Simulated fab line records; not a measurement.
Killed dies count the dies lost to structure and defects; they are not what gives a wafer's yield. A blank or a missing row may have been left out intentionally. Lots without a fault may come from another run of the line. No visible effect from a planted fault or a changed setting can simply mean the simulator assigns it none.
fab line records	flow sfqLine
[record] lots = 7	wafers = 18	lastDay = 83
route steps=325 shown JJ@193 M5@198
lots untouched by any fault: they come from a run of this same line in which no faults occurred
startH: hours from the record's first day to the start of the lot's first wafer shown	waitH: how many hours have passed since the lot's step before this one	" identical to the entry in the row above	L1.1+2: a row that stands for several wafers	- no value, or no start given	* or withheld: withheld	< > ~ a bound
route shown NAME@n: names a module that has steps shown in the file, with the first one's number in the route	usual: mean/standard deviation of fault-free wafers	same: alike in all rows	chamber/n: place in a boat	sites: each site's reading	_std_site: their standard deviation	_edge_site: outer sites' mean less inner sites'	radiusMm: for every site, how far away it sits from the centre of the wafer	mask NAME#n: copy n	behind: the tool/chamber that last shaped the wafer	hold: what put the lot on hold/how long, in hours/how the hold closed	device: which transistor (n, p or np) failed to switch	end of line: at the end of the route, the tests of the same wafers	step lacking rows: just its recipe	killed: at the first sort, the dies lost to defects and structure; wafer yield is something else	map: shows each die of a wafer: x if killed, . if not, _ if none is there
set.NAME: the setting that was run; set.NAME@STEP: the one run at that earlier step	model.NAME: the simulator's own value behind a step, which no gauge read
lots at selected steps of the route; one table per step, one row per wafer
services: from which hour (startH, from the record's first day; less than 0 if before it) a tool's chamber was out of use, for how many hours, and why
[[steps]]
[step SFQ_TRILAYER_JJ_CE_BARC_OPEN_RIE_150]
[recipe] maskMaterial = PR	chemistry = O2	targetDepthNm = 240	target = BARC	icpW = 600	biasW = 80	pressureMtorr = 10	timeS = 80
[usual] drypumpMotorCurrentA = 5.7/0.48	oesProductAu = 0.538/0.0047	rfFwdPowerW = 595.6/1.9
lot.wafer	tool	chamber	startH	waitH	drypumpMotorCurrentA	oesProductAu	rfFwdPowerW	rfHoursCounterH
L745.2	rieMetal-01	0	1254.32	0.8	5.3	0.535	597.5	53
L745.3	"	1	"	"	5.7	0.542	597.4	-
L745.6	"	1	"	"	5.7	0.540	593.8	-
L747.2	rieMetal-02	1	1260.32	0.8	5.9	0.533	593.0	7
L747.3	"	1	"	"	5.9	0.542	596.6	-
L747.5	"	0	"	"	6.6	0.539	595.6	-
L755.2	rieMetal-02	1	1382.19	0.8	6.0	0.537	595.0	-
L755.4	"	1	"	"	6.0	0.550	593.0	-
L757.4	rieMetal-01	0	1386.99	0.4	5.3	0.541	595.6	-
L757.6	"	1	"	"	5.7	0.541	595.7	-
L758.2	rieMetal-02	1	1392.99	0.8	6.0	0.535	593.3	-
L758.6	"	1	"	"	5.9	0.537	597.8	-
L762.2	rieMetal-03	1	1419.36	0.8	5.0	0.538	593.8	120
L762.4	"	0	"	"	6.0	0.541	596.2	-
L762.5	"	0	"	"	5.9	0.541	595.5	-
L766.1	rieMetal-01	1	1451.76	1.0	5.7	0.534	595.5	56
L766.2	"	0	"	"	5.3	0.539	594.1	82
L766.3	"	0	"	"	5.4	0.540	595.5	-
[step SFQ_TRILAYER_JJ_CE_ETCH_RIE_118]
[recipe] target = Nb	stopOn = Al2O3	maskMaterial = PR	taperDeg = 13.257	overEtchFrac = 0.15	timeS = 97.7	chemistry = SF6	targetDepthNm = 170	icpW = 600	biasW = 80	pressureMtorr = 10
[usual] drypumpMotorCurrentA = 5.7/0.48	oesProductAu = 0.986/0.0067	rfFwdPowerW = 596.6/1.9
lot.wafer	tool	chamber	startH	waitH	drypumpMotorCurrentA	oesProductAu	rfFwdPowerW	rfHoursCounterH
L745.2	rieMetal-01	0	1254.41	0.1	5.3	0.988	596.1	53
L745.3	"	1	"	"	5.7	0.996	597.9	-
L745.6	"	1	"	"	5.7	0.987	598.0	-
L747.2	rieMetal-02	1	1260.41	0.1	5.9	0.978	602.4	8
L747.3	"	1	"	"	5.9	0.969	597.3	-
L747.5	"	0	"	"	6.6	0.990	596.1	-
L755.2	rieMetal-02	1	1382.38	0.2	5.9	0.986	596.1	-
L755.4	"	1	"	"	5.9	0.980	597.5	-
L757.4	rieMetal-01	0	1387.08	0.1	5.3	0.979	598.9	-
L757.6	"	1	"	"	5.7	0.969	593.6	-
L758.2	rieMetal-02	1	1393.18	0.2	5.9	0.989	599.5	-
L758.6	"	1	"	"	5.9	0.982	598.5	-
L762.2	rieMetal-03	1	1419.45	0.1	5.0	0.983	595.3	120
L762.4	"	0	"	"	5.9	0.991	596.0	-
L762.5	"	0	"	"	5.9	0.983	597.7	-
L766.1	rieMetal-01	1	1451.85	0.1	5.7	0.982	598.5	56
L766.2	"	0	"	"	5.3	0.988	596.1	82
L766.3	"	0	"	"	5.3	0.980	595.7	-
[step SFQ_TRILAYER_JJ_ANODIZE_ANODIZE_119]
[recipe] currentDensityMaCm2 = withheld	endCurrentDensityMaCm2 = withheld	bathTempC = withheld
[step SFQ_TRILAYER_JJ_CE_STRIP_STRIP_120]
[recipe] gas = O2	powerW = 200	platenTempC = 40	overashFraction = 0.65	chemistry = O2	pressureMtorr = 50
[usual] drypumpMotorCurrentA = 5.9/0.49	oesProductAu = 0.993/0.007
lot.wafer	tool	chamber	startH	waitH	drypumpMotorCurrentA	oesProductAu	rfHoursCounterH
L745.2	rieMetal-02	0	1255.02	0.0	6.6	0.993	92
L745.3	"	0	"	"	6.6	0.990	-
L745.6	"	0	"	"	6.6	0.990	-
L747.2	rieMetal-03	1	1261.02	0.0	5.0	0.996	97
L747.3	"	1	"	"	5.0	0.985	-
L747.5	"	1	"	"	5.0	0.986	-
L755.2	rieMetal-02	1	1383.30	0.2	5.9	0.980	-
L755.4	"	1	"	"	5.9	0.998	-
L757.4	rieMetal-02	1	1388.26	0.6	6.0	0.998	-
L757.6	"	1	"	"	6.0	0.991	-
L758.2	rieMetal-02	1	1394.05	0.2	5.9	0.992	-
L758.6	"	1	"	"	6.0	0.985	-
L762.2	rieMetal-03	0	1420.06	0.0	5.9	1.000	43
L762.4	"	0	"	"	5.9	1.011	-
L762.5	"	0	"	"	5.9	1.004	-
L766.1	rieMetal-02	1	1452.46	0.0	5.9	0.992	40
L766.2	"	0	"	"	6.6	0.995	119
L766.3	"	1	"	"	5.9	0.993	-
[step SFQ_TRILAYER_JJ_CE_STRIP_SOLV_CLEAN_121]
[recipe] chemistry = NMP	tempC = 70	timeS = 600
[step SFQ_TRILAYER_M5_LITHO_COAT_128]
[recipe] resist = BARC	spinRpm = 3000	resistThkNm = 62
[step SFQ_TRILAYER_M5_LITHO_COAT_123]
[recipe] resist = KrF	spinRpm = 3000	resistThkNm = 600
[step SFQ_TRILAYER_M5_LITHO_SOFTBAKE_127]
[recipe] tempC = withheld	timeS = withheld	resist = KrF
[step SFQ_TRILAYER_M5_LITHO_EXPOSE_124]
[recipe] maskId = M5	na = 0.6	sourceShape = conventional	sigmaOuter = 0.65	targetCdNm = 700	doseMj = 14.4
[step SFQ_TRILAYER_M5_LITHO_PEB_126]
[recipe] pebTempC = 115	pebTimeS = 60	resist = KrF
[step SFQ_TRILAYER_M5_LITHO_DEVELOP_125]
[recipe] timeS = 60	resist = KrF
[step SFQ_M5_OVL_MEAS_932]
[usual] M5_OVL = 2/5.5
lot.wafer	tool	chamber	startH	waitH	M5_OVL[nm]
L745.2	overlay-01	-	1373.73	0.1	-2
L745.3	"	-	"	"	2
L745.6	"	-	"	"	-2
L747.2	overlay-02	-	1379.73	0.1	-5
L747.3	"	-	"	"	-6
L747.5	"	-	"	"	-2
L755.2	overlay-01	-	1492.78	0.1	6
L755.4	"	-	"	"	12
L757.4	overlay-02	-	1500.99	0.1	11
L757.6	"	-	"	"	6
L758.2	overlay-02	-	1508.18	0.1	0
L758.6	"	-	"	"	-3
L762.2	overlay-01	-	1531.10	0.1	1
L762.4	"	-	"	"	1
L762.5	"	-	"	"	0
L766.1	overlay-01	-	1559.90	0.1	-2
L766.2	"	-	"	"	5
L766.3	"	-	"	"	-1
[step SFQ_TRILAYER_M5_BARC_OPEN_METAL_ETCH_161]
[recipe] maskMaterial = PR	chemistry = O2	targetDepthNm = 125	target = BARC	icpW = 600	biasW = 80	pressureMtorr = 10	timeS = 41.7
[usual] drypumpMotorCurrentA = 5.9/0.5	oesProductAu = 0.685/0.0048	rfFwdPowerW = 593.7/2.3	runLengthS = 69.7/0.6
lot.wafer	tool	chamber	startH	waitH	drypumpMotorCurrentA	oesProductAu	rfFwdPowerW	rfHoursCounterH	runLengthS	model.KrF_of_TRILAYER_M5_LITHO_COAT_123.thkNm
L745.2	rieMetal-04	0	1373.76	0.0	6.2	0.684	592.1	17	69.0	524.3
L745.3	"	1	"	"	5.3	0.685	594.9	-	69.1	523.6
L745.6	"	1	"	"	5.3	0.683	595.4	-	69.1	522.9
L747.2	rieMetal-01	1	1379.76	0.0	5.7	0.688	593.5	47	69.5	523.2
L747.3	"	0	"	"	5.3	0.683	594.4	-	69.6	524.4
L747.5	"	0	"	"	5.3	0.680	592.7	-	69.5	523.5
L755.2	rieMetal-01	0	1492.81	0.0	5.3	0.682	592.2	87	70.0	521.7
L755.4	"	0	"	"	5.3	0.614	592.5	-	82.1	508.8
L757.4	rieMetal-01	1	1501.03	0.0	5.7	0.610	598.1	-	81.5	508.1
L757.6	"	1	"	"	5.7	0.617	598.3	-	81.6	506.4
L758.2	rieMetal-01	0	1508.21	0.0	5.3	0.682	596.0	90	70.0	522.9
L758.6	"	1	"	"	5.6	0.613	598.6	-	81.8	507.8
L762.2	rieMetal-02	0	1531.15	0.0	6.6	0.691	590.2	-	70.7	523.6
L762.4	"	0	"	"	6.6	0.687	591.9	-	70.7	524.3
L762.5	"	0	"	"	6.6	0.684	592.3	-	70.6	524
L766.1	rieMetal-02	1	1559.93	0.0	6.0	0.681	590.3	52	70.0	525.4
L766.2	"	0	"	"	6.6	0.682	594.2	0	70.8	524.7
L766.3	"	1	"	"	6.0	0.684	592.4	-	70.2	523.5
[step SFQ_TRILAYER_M5_ETCH_METAL_ETCH_126]
[recipe] target = Nb	stopOn = SiO2	maskMaterial = PR	overEtchFrac = 0.15	timeS = 203.2	chemistry = Cl2/BCl3	targetDepthNm = 265	icpW = 600	biasW = 80	pressureMtorr = 10
[usual] drypumpMotorCurrentA = 5.9/0.5	oesProductAu = 0.727/0.0055	rfFwdPowerW = 598.0/1.9	runLengthS = 231.2/0.62
lot.wafer	tool	chamber	startH	waitH	drypumpMotorCurrentA	oesProductAu	rfFwdPowerW	rfHoursCounterH	runLengthS	model.KrF_of_TRILAYER_M5_LITHO_COAT_123.thkNm
L745.2	rieMetal-04	0	1373.82	0.0	6.2	0.730	594.3	18	230.5	372.4
L745.3	"	1	"	"	5.3	0.723	599.0	-	230.5	368
L745.6	"	1	"	"	5.3	0.718	599.5	-	230.8	367.8
L747.2	rieMetal-01	1	1379.82	0.0	5.7	0.730	599.3	47	231.0	372.1
L747.3	"	0	"	"	5.3	0.729	598.8	-	231.1	372.8
L747.5	"	0	"	"	5.3	0.727	600.0	-	231.4	371.7
L755.2	rieMetal-01	0	1492.87	0.0	5.3	0.727	597.8	87	231.2	370.7
L755.4	"	0	"	"	5.3	0.724	598.8	-	231.2	356.6
L757.4	rieMetal-01	1	1501.13	0.1	5.7	0.732	598.4	-	230.9	355.7
L757.6	"	1	"	"	5.7	0.724	598.7	-	230.7	355
L758.2	rieMetal-01	0	1508.27	0.0	5.3	0.727	598.1	90	231.1	371.4
L758.6	"	1	"	"	5.6	0.728	598.6	-	230.9	357.6
L762.2	rieMetal-02	0	1531.32	0.1	6.6	0.718	597.8	-	232.6	373.9
L762.4	"	0	"	"	6.6	0.723	597.4	-	232.3	373.8
L762.5	"	0	"	"	6.6	0.723	598.2	-	232.6	372.7
L766.1	rieMetal-02	1	1559.99	0.0	5.9	0.727	594.7	52	231.2	374.2
L766.2	"	0	"	"	6.6	0.718	598.5	0	232.4	373.7
L766.3	"	1	"	"	5.9	0.729	597.4	-	231.1	373.1
[step SFQ_TRILAYER_M5_STRIP_STRIP_127]
[recipe] gas = O2	powerW = 200	platenTempC = 40	overashFraction = 0.65	chemistry = O2	pressureMtorr = 50
[usual] drypumpMotorCurrentA = 5.9/0.51	oesProductAu = 0.997/0.0083
lot.wafer	tool	chamber	startH	waitH	drypumpMotorCurrentA	oesProductAu	rfHoursCounterH
L745.2	rieMetal-04	0	1374.01	0.1	6.2	0.989	18
L745.3	"	1	"	"	5.3	1.005	-
L745.6	"	1	"	"	5.3	1.004	-
L747.2	rieMetal-01	1	1380.01	0.1	5.7	0.989	47
L747.3	"	0	"	"	5.3	1.003	-
L747.5	"	0	"	"	5.3	1.004	-
L755.2	rieMetal-01	0	1493.06	0.1	5.3	0.997	88
L755.4	"	0	"	"	5.3	0.999	-
L757.4	rieMetal-01	1	1501.46	0.3	5.7	0.990	-
L757.6	"	1	"	"	5.7	1.004	-
L758.2	rieMetal-01	0	1508.46	0.1	5.3	1.003	90
L758.6	"	1	"	"	5.7	1.005	-
L762.2	rieMetal-02	0	1531.84	0.5	6.6	0.998	-
L762.4	"	0	"	"	6.6	0.995	-
L762.5	"	0	"	"	6.6	0.997	-
L766.1	rieMetal-02	1	1560.19	0.1	5.9	0.992	53
L766.2	"	0	"	"	6.6	0.987	0
L766.3	"	1	"	"	5.9	0.995	-
[[services]]
tool	chamber	startH	hours	kind
rieMetal-03	1	1234.78	5.5	repair
rieMetal-04	0	1243.41	-	clean
rieMetal-04	0	1243.41	-	consumableReplace:focusRing
rieMetal-04	0	1243.41	22.1	scheduledDown
rieMetal-03	1	1290.82	12.4	repair
rieMetal-01	-	1301.64	2.8	pm
rieMetal-04	0	1308.62	1.9	repair
rieMetal-02	-	1321.17	1.4	pm
rieMetal-02	0	1378.67	22.1	repair
rieMetal-01	0	1393.27	5.6	repair
rieMetal-04	-	1393.39	1.0	repair
rieMetal-01	-	1425.43	22.6	repair
rieMetal-04	0	1458.27	24.1	repair
rieMetal-01	-	1459.42	0.2	repair
rieMetal-02	1	1505.48	28.5	repair
rieMetal-03	1	1539.97	-	clean
rieMetal-03	1	1539.97	-	consumableReplace:focusRing
rieMetal-03	1	1539.97	23.6	scheduledDown
rieMetal-03	1	1539.97	23.6	ventCycle
rieMetal-02	0	1542.74	-	clean
rieMetal-02	0	1542.74	-	consumableReplace:focusRing
rieMetal-02	0	1542.74	16.0	scheduledDown
rieMetal-02	0	1542.74	16.0	ventCycle
rieMetal-04	0	1544.99	12.3	repair
[[key]]
[firstSign] step = SFQ_TRILAYER_M5_BARC_OPEN_METAL_ETCH_161	reading = runLengthS	direction = up	sigmas = 20	usual = *	struck = *
[effect] step = SFQ_TRILAYER_M5_BARC_OPEN_METAL_ETCH_161	reading = oesProductAu	direction = down	sigmas = 15	usual = 0.685	struck = 0.614
[modelEffect] step = SFQ_TRILAYER_M5_BARC_OPEN_METAL_ETCH_161	value = KrF_of_TRILAYER_M5_LITHO_COAT_123.thkNm	without = 523	struck = 507.8
[modelEffect] step = SFQ_TRILAYER_M5_ETCH_METAL_ETCH_126	value = KrF_of_TRILAYER_M5_LITHO_COAT_123.thkNm	without = 371.5	struck = 356.2
metAt SFQ_TRILAYER_M5_BARC_OPEN_METAL_ETCH_161
struckWafers L755.4,L757.4,L757.6,L758.6
onsetBetween 1379.76 1492.81
[fault] kind = processParameterDrift	tool = rieMetal-01	chamber = -	onsetH = 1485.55	steps = SFQ_TRILAYER_M5_BARC_OPEN_METAL_ETCH_161	channel = timeS	offset = *	shape = step	endH = 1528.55	scope = struckWafersOnly	actsIn = *	stated = *
